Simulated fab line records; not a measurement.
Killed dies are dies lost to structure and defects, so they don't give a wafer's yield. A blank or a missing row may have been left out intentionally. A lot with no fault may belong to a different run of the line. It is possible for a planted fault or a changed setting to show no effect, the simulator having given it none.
Problem report in the 8D (eight disciplines) form, filled by code :: flow sky130 :: the parts of the form that need people (team, actions taken, sign-off) are left out

## 1. PROBLEM STATEMENT
Wafers without a fault read 0.940 a.u., standard deviation 0.0045; oes product au at SKY_VIA2_ETCH_15 reads a mean of 0.827 a.u. on 2 wafers belonging to 2 lots. That puts it -25 standard deviations away from the usual mean.
The step: etches SiO2 in C4F8/O2/Ar, stops on TiN, target depth 546 nm, time 84 s.
First seen on wafer L834.3, day 39 17:13, on rie diel-04. The record has a number at this step for 33 wafers belonging to 11 lots. Rule for "out", or "out of limits": more than 4 standard deviations from the usual mean. The rest of the wafers with a number are treated as sound.

## 2. WHAT IT IS, WHAT IT ISN'T
question: which readings at this step
is: oes product au
is not: -

question: which lots
is: L834, L835
is not: L824, L825, L826, L828, L829, L842, L844, L845, L846

question: which wafers of those lots
is: L834.3, L835.4
is not: L834.2, L834.5, L835.1, L835.5

question: read on which tools
is: rie diel-04
is not: rie diel-01, rie diel-02

question: when
is: from day 39 17:13
is not: up to then (17 sound wafers); but 14 sound wafers of L835, L842, L844, L845, L846 came after

## 3. WHAT RULES OUT EACH SUSPECT
Counting: any tool at a process step up to the reading remains a suspect provided it ran every lot that is out. Sound lots after the first of them don't rule it out here, since some wafers of a struck lot are sound.
- rie diel-04 at SKY_VIA2_ETCH_15 (etches SiO2 in C4F8/O2/Ar, stops on TiN, target depth 546 nm, time 84 s): kept. Ran every lot that is out, first one L834 (day 39 17:13); last sound lot up to then L829 (day 38 05:35). Its own readings are out on those wafers: oes product au.
Remaining after the count: rie diel-04 at SKY_VIA2_ETCH_15.

## 4. THE CAUSE (what the simulator had put in)
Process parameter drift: rie diel-04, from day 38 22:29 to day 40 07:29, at SKY_VIA2_ETCH_15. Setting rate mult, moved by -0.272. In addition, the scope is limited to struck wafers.
This tool alone remained once counting was done.

## 5. THE EFFECT CHAIN, in route order
Each row: a reading whose mean over the struck wafers that have a number lies more than 3 standard deviations from the usual. Only readings for which the record gives a usual standard deviation are gone through. hours: the time from each lot's start at the first step in this table that gives one to its start at this step, as a median over the lots. sigmas: the change in usual standard deviations.
hours: 0
step: SKY_VIA2_ETCH_15
reading: oes product au
usual: 0.940 a.u.
on struck wafers: 0.827
change: -0.113
sigmas: -25

hours: 0
step: SKY_VIA2_STRIP_16
reading: strip time to endpoint s
usual: 4.052 s
on struck wafers: 4.370
change: +0.318
sigmas: +12

hours: 211
step: SKY_PAD_OPEN_PROBE_99
reading: defect limited yield
usual: 82.4 %
on struck wafers: 0.0
change: -82.4
sigmas: -43

hours: 211
step: SKY_PAD_OPEN_PROBE_99
reading: killed_at_M0_to_M3
usual: 44
on struck wafers: 446
change: +402
sigmas: +54

hours: 211
step: SKY_PAD_OPEN_PROBE_99
reading: killed dies
usual: 87
on struck wafers: 492
change: +405
sigmas: +44

hours: 211
step: SKY_PAD_OPEN_PROBE_99
reading: killed on rim
usual: 17
on struck wafers: 96
change: +79
sigmas: +19

hours: 211
step: SKY_PAD_OPEN_PROBE_99
reading: sort_bin_5_function
usual: 10.5 %
on struck wafers: 92.7
change: +82.2
sigmas: +59

hours: 211
step: SKY_PAD_OPEN_PROBE_99
reading: sort n pass
usual: 405
on struck wafers: 0
change: -405
sigmas: -44

hours: 211
step: SKY_PAD_OPEN_PROBE_99
reading: sort yield pct
usual: 82.4 %
on struck wafers: 0.0
change: -82.4
sigmas: -43
Here are the process steps it includes:
- SKY_VIA2_ETCH_15: etches SiO2 in C4F8/O2/Ar, stops on TiN, target depth 546 nm, time 84 s.
- SKY_VIA2_STRIP_16: strips in O2/N2.
- SKY_PAD_OPEN_PROBE_99

## 6. HOW IT WOULD HAVE BEEN CAUGHT EARLIER
In this record the first reading out of limits was taken at day 39 17:13, 19 hours after the fault began at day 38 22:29.
